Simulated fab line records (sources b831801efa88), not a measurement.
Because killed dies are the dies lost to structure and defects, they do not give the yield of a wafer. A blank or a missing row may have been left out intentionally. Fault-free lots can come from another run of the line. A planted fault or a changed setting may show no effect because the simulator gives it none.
Which of the tools did it? || flow gf180mcu || Sampling: 13 lots, 39 wafers, 3 of 602 route steps

## WHAT EACH GAUGE READ, for each wafer
GF_M4_THK_MEAS_06: measures by xrf.
{"lot": "L318", "measured": "day 23 01:24", "on": "filmMetro-04", "M4_ALCU_THK (nm)": "448 442 451"}
{"lot": "L319", "measured": "day 23 11:53", "on": "filmMetro-02", "M4_ALCU_THK (nm)": "450 450 457"}
{"lot": "L321", "measured": "day 24 05:52", "on": "filmMetro-03", "M4_ALCU_THK (nm)": "450 459 452"}
{"lot": "L322", "measured": "day 24 08:32", "on": "filmMetro-04", "M4_ALCU_THK (nm)": "448 445 449"}
{"lot": "L323", "measured": "day 24 13:19", "on": "filmMetro-03", "M4_ALCU_THK (nm)": "449 456 454"}
{"lot": "L326", "measured": "day 25 14:59", "on": "filmMetro-04", "M4_ALCU_THK (nm)": "446 454 447"}
{"lot": "L327", "measured": "day 26 04:00", "on": "filmMetro-04", "M4_ALCU_THK (nm)": "454 451 456"}
{"lot": "L328", "measured": "day 26 08:53", "on": "filmMetro-03", "M4_ALCU_THK (nm)": "446 452 450"}
{"lot": "L329", "measured": "day 26 15:08", "on": "filmMetro-03", "M4_ALCU_THK (nm)": "450 451 451"}
{"lot": "L330", "measured": "day 26 23:18", "on": "filmMetro-02", "M4_ALCU_THK (nm)": "455 456 452"}
{"lot": "L331", "measured": "day 27 05:55", "on": "filmMetro-02", "M4_ALCU_THK (nm)": "453 449 453"}
{"lot": "L332", "measured": "day 27 12:07", "on": "filmMetro-02", "M4_ALCU_THK (nm)": "454 452 462"}
{"lot": "L336", "measured": "day 28 17:23", "on": "filmMetro-04", "M4_ALCU_THK (nm)": "460 456 463"}

## WHAT TOOL EACH LOT RAN ON (gives the tool, then ch and the chambers of the sampled wafers, and finally the start)
{"lot": "L318", "GF_SAB_STRIP_13": "plasmaAsher-04 ch 0,1, day 15 15:13", "GF_M4_SPUTTER_02": "pvdSputter-02, day 23 01:11"}
{"lot": "L319", "GF_SAB_STRIP_13": "plasmaAsher-04 ch 0,1, day 16 01:36", "GF_M4_SPUTTER_02": "pvdSputter-01, day 23 11:40"}
{"lot": "L321", "GF_SAB_STRIP_13": "plasmaAsher-04 ch 0, day 16 19:51", "GF_M4_SPUTTER_02": "pvdSputter-04, day 24 05:39"}
{"lot": "L322", "GF_SAB_STRIP_13": "plasmaAsher-01 ch 0,1, day 17 00:36", "GF_M4_SPUTTER_02": "pvdSputter-04, day 24 08:19"}
{"lot": "L323", "GF_SAB_STRIP_13": "plasmaAsher-02 ch 0,1, day 17 06:09", "GF_M4_SPUTTER_02": "pvdSputter-04, day 24 13:06"}
{"lot": "L326", "GF_SAB_STRIP_13": "plasmaAsher-01 ch 0,1, day 18 07:58", "GF_M4_SPUTTER_02": "pvdSputter-01, day 25 14:47"}
{"lot": "L327", "GF_SAB_STRIP_13": "plasmaAsher-01 ch 0,1, day 18 22:33", "GF_M4_SPUTTER_02": "pvdSputter-02, day 26 03:47"}
{"lot": "L328", "GF_SAB_STRIP_13": "plasmaAsher-02 ch 0,1, day 19 04:52", "GF_M4_SPUTTER_02": "pvdSputter-04, day 26 08:41"}
{"lot": "L329", "GF_SAB_STRIP_13": "plasmaAsher-02 ch 0,1, day 19 11:46", "GF_M4_SPUTTER_02": "pvdSputter-02, day 26 14:55"}
{"lot": "L330", "GF_SAB_STRIP_13": "plasmaAsher-02 ch 0,1, day 19 21:23", "GF_M4_SPUTTER_02": "pvdSputter-02, day 26 23:05"}
{"lot": "L331", "GF_SAB_STRIP_13": "plasmaAsher-01 ch 0,1, day 20 05:29", "GF_M4_SPUTTER_02": "pvdSputter-02, day 27 05:42"}
{"lot": "L332", "GF_SAB_STRIP_13": "plasmaAsher-02 ch 0, day 20 14:05", "GF_M4_SPUTTER_02": "pvdSputter-04, day 27 11:54"}
{"lot": "L336", "GF_SAB_STRIP_13": "plasmaAsher-01 ch 0,1, day 21 23:31", "GF_M4_SPUTTER_02": "pvdSputter-04, day 28 17:11"}
- GF_SAB_STRIP_13: strips in O2/N2.
- GF_M4_SPUTTER_02: material AlCu, target thk 450 nm, time 23.9 s.

## WHAT THE TOOLS THEMSELVES READ (means of the sampled wafers that have a number; where no wafer has one, the mark that the record gives instead)
GF_SAB_STRIP_13.
{"lot": "L318", "tool": "plasmaAsher-04", "drypumpMotorCurrentA (A)": 5.4, "heaterPowerW (W)": 364, "n2FlowSccm (sccm)": 299.8, "oesProductAu (a.u.)": 0.709, "stripTimeToEndpointS (s)": 12.78}
{"lot": "L319", "tool": "plasmaAsher-04", "drypumpMotorCurrentA (A)": 5.8, "heaterPowerW (W)": 367, "n2FlowSccm (sccm)": 299.6, "oesProductAu (a.u.)": 0.710, "stripTimeToEndpointS (s)": 12.74}
{"lot": "L321", "tool": "plasmaAsher-04", "drypumpMotorCurrentA (A)": 5.1, "heaterPowerW (W)": 355, "n2FlowSccm (sccm)": 299.0, "oesProductAu (a.u.)": 0.710, "stripTimeToEndpointS (s)": 12.73}
{"lot": "L322", "tool": "plasmaAsher-01", "drypumpMotorCurrentA (A)": 5.3, "heaterPowerW (W)": 333, "n2FlowSccm (sccm)": 300.9, "oesProductAu (a.u.)": 0.710, "stripTimeToEndpointS (s)": 12.78}
{"lot": "L323", "tool": "plasmaAsher-02", "drypumpMotorCurrentA (A)": 5.2, "heaterPowerW (W)": 359, "n2FlowSccm (sccm)": 299.4, "oesProductAu (a.u.)": 0.707, "stripTimeToEndpointS (s)": 12.75}
{"lot": "L326", "tool": "plasmaAsher-01", "drypumpMotorCurrentA (A)": 5.3, "heaterPowerW (W)": 337, "n2FlowSccm (sccm)": 299.7, "oesProductAu (a.u.)": 0.714, "stripTimeToEndpointS (s)": 12.76}
{"lot": "L327", "tool": "plasmaAsher-01", "drypumpMotorCurrentA (A)": 5.3, "heaterPowerW (W)": 349, "n2FlowSccm (sccm)": 298.1, "oesProductAu (a.u.)": 0.705, "stripTimeToEndpointS (s)": 12.73}
{"lot": "L328", "tool": "plasmaAsher-02", "drypumpMotorCurrentA (A)": 5.2, "heaterPowerW (W)": 355, "n2FlowSccm (sccm)": 300.3, "oesProductAu (a.u.)": 0.709, "stripTimeToEndpointS (s)": 12.75}
{"lot": "L329", "tool": "plasmaAsher-02", "drypumpMotorCurrentA (A)": 5.7, "heaterPowerW (W)": 341, "n2FlowSccm (sccm)": 300.3, "oesProductAu (a.u.)": 0.710, "stripTimeToEndpointS (s)": 12.75}
{"lot": "L330", "tool": "plasmaAsher-02", "drypumpMotorCurrentA (A)": 5.2, "heaterPowerW (W)": 362, "n2FlowSccm (sccm)": 299.6, "oesProductAu (a.u.)": 0.708, "stripTimeToEndpointS (s)": 12.80}
{"lot": "L331", "tool": "plasmaAsher-01", "drypumpMotorCurrentA (A)": 5.3, "heaterPowerW (W)": 345, "n2FlowSccm (sccm)": 299.2, "oesProductAu (a.u.)": 0.705, "stripTimeToEndpointS (s)": 12.73}
{"lot": "L332", "tool": "plasmaAsher-02", "drypumpMotorCurrentA (A)": 4.7, "heaterPowerW (W)": 376, "n2FlowSccm (sccm)": 300.6, "oesProductAu (a.u.)": 0.709, "stripTimeToEndpointS (s)": 12.80}
{"lot": "L336", "tool": "plasmaAsher-01", "drypumpMotorCurrentA (A)": 5.4, "heaterPowerW (W)": 345, "n2FlowSccm (sccm)": 299.6, "oesProductAu (a.u.)": 0.709, "stripTimeToEndpointS (s)": 12.80}

GF_M4_SPUTTER_02.
{"lot": "L318", "tool": "pvdSputter-02", "throttleValvePct (%)": 29.3}
{"lot": "L319", "tool": "pvdSputter-01", "throttleValvePct (%)": 30.8}
{"lot": "L321", "tool": "pvdSputter-04", "throttleValvePct (%)": 31.7}
{"lot": "L322", "tool": "pvdSputter-04", "throttleValvePct (%)": 30.4}
{"lot": "L323", "tool": "pvdSputter-04", "throttleValvePct (%)": 30.1}
{"lot": "L326", "tool": "pvdSputter-01", "throttleValvePct (%)": 31.0}
{"lot": "L327", "tool": "pvdSputter-02", "throttleValvePct (%)": 29.7}
{"lot": "L328", "tool": "pvdSputter-04", "throttleValvePct (%)": 31.4}
{"lot": "L329", "tool": "pvdSputter-02", "throttleValvePct (%)": 30.4}
{"lot": "L330", "tool": "pvdSputter-02", "throttleValvePct (%)": 29.5}
{"lot": "L331", "tool": "pvdSputter-02", "throttleValvePct (%)": 29.1}
{"lot": "L332", "tool": "pvdSputter-04", "throttleValvePct (%)": 30.7}
{"lot": "L336", "tool": "pvdSputter-04", "throttleValvePct (%)": 30.2}

## THE ANSWER, worked out from the rows above alone
Rule: usual is defined by the lots themselves. Put in order of their means at a reading, lots are off if they are a third of the lots or fewer, leave a main group of 4 or more, and stand apart from it by a gap of 3 or more times the standard deviation of the main group's means; of several such gaps the widest counts. Not used: any main group whose means are identical at the precision the tables above print for the reading. A lot without any number at a reading at which 4 lots or more have one is off too. All remaining lots with rows at the step are treated as sound. First the gauges in route order, then the tools' own readings, where a lot's mean is used as printed above. At the first step where some lot is off, the reading lying furthest off is the one used; lots without a number count as furthest.
Across all readings shown, no lot is off: no conclusion can be drawn from this.

## WHAT THE SIMULATOR HAD INSERTED
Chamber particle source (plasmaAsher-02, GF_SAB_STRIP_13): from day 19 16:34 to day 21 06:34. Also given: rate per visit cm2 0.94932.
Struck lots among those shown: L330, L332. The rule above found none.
